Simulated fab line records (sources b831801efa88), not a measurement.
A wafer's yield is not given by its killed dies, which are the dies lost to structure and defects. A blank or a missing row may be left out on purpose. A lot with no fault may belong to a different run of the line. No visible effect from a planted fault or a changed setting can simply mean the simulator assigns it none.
Comparing a struck lot with a sound one || flow gf180mcu || 15 steps out of a route of 602
Sound: wafers L975.1, L975.3, L975.6. Struck: wafers L986.3, L986.5, L986.6. The cause is given at the end.
At each step with rows: each side's tool, then ch and its chambers, then its first start. Under that, the readings that differ: sound wafers || struck wafers || difference of the means || sigmas: that difference in standard deviations of wafers without a fault.
alike: same words and numbers on both sides, and readings whose means sit less than 2 such deviations apart. not compared: any withheld reading, any reading some wafer has no value for, any bound like >300 that may hide the same value, and any number with overlapping values for which the record gives no deviation.
Wherever a step has rows on one side only, a row that says differs or no value, or a row with sigmas, the two part there. Numbers that have no deviation but don't overlap get no sigmas and don't part them. A reading missing from all wafers of one side parts the sides only when that side holds two or more wafers.

first, 1 step without rows for these wafers: GF_V1_ETCH_16 (etches BARC in N2/H2).
GF_V1_ETCH_17: etches SiO2 in C4F8/O2/Ar, stops on TiN, target depth 630 nm.
  sound: rie diel-04 ch 0,1; struck: rie diel-04 ch 0,2,3
  alike: oes product au
GF_V1_STRIP_18: strips in O2/N2.
  sound on plasma asher-04 ch 0,1, day 20 03:19; struck on plasma asher-04 ch 0,1, day 23 14:39
  alike: drypump motor current A, heater power w, oes product au
  not compared: rf hours counter h
then, 2 steps without rows for these wafers: GF_V1_STRIP_19 (strips in post etch residue remover, time 1200 s); GF_V1_CLEAN_20 (cleans in DIW).
GF_V1_SPUTTER_21: material Ti, target thk 15 nm, time 80.02 s.
  struck on pvd sputter-01, day 23 15:11; sound on pvd sputter-03, day 20 03:53
  alike: cathode dc power W, substrate temp c, throttle valve pct
then, 2 steps without rows for these wafers: GF_V1_SPUTTER_22 (material TiN, target thk 10 nm, time 40 s); GF_V1_CVD_23 (deposits W, target thk 350 nm, time 105.05 s).
GF_V1_RS_MEAS_24: measurement is done with a four-point probe.
  struck on film metro-01, day 23 15:27; sound on film metro-01, day 20 04:06
  alike: V1_W_RS
GF_V1_THK_MEAS_25: measures by xrf.
  struck on film metro-01, day 23 15:33; sound on film metro-01, day 20 04:13
  alike: V1_W_THK
then, 1 step without rows for these wafers: GF_V1_CMP_26 (polishes, stops on SiO2, t overpolish 15 s, target thk 0 nm).
GF_M2_SPUTTER_00: material Ti, target thk 37.5 nm, time 150 s.
  struck on pvd sputter-04, day 23 15:53; sound on pvd sputter-04, day 20 04:35
  alike: cathode dc power W, substrate temp c, throttle valve pct
GF_M2_SPUTTER_01: material TiN, target thk 30 nm, time 25 s.
  struck on pvd sputter-04, day 23 15:59; sound on pvd sputter-04, day 20 04:41
{"reading": "model.TiN_of_M2_SPUTTER_01.thk nm (nm)", "sound": "30.22 30.51 30.36", "struck": "43.87 43.53 43.93", "difference": "+13.41", "sigmas": ""}
  alike: cathode dc power W, throttle valve pct
GF_M2_SPUTTER_02: material AlCu, target thk 450 nm, time 23.9 s.
  struck on pvd sputter-04, day 23 16:01; sound on pvd sputter-04, day 20 04:43
  alike: cathode dc power W, throttle valve pct
-- the record jumps here: 10 days lie between the struck wafers' starts before and after (it left off in module M2 and takes up again in module PASSIVATION, whose first step shown is number 602 of the route) --
GF_PASSIVATION_PROBE_99:
  the record has rows for the struck wafers here (prober-02, day 33 04:34) and none for the sound ones

WHERE THEY PART
Only at GF_PASSIVATION_PROBE_99, within this record.

WHY: what the simulator had put in
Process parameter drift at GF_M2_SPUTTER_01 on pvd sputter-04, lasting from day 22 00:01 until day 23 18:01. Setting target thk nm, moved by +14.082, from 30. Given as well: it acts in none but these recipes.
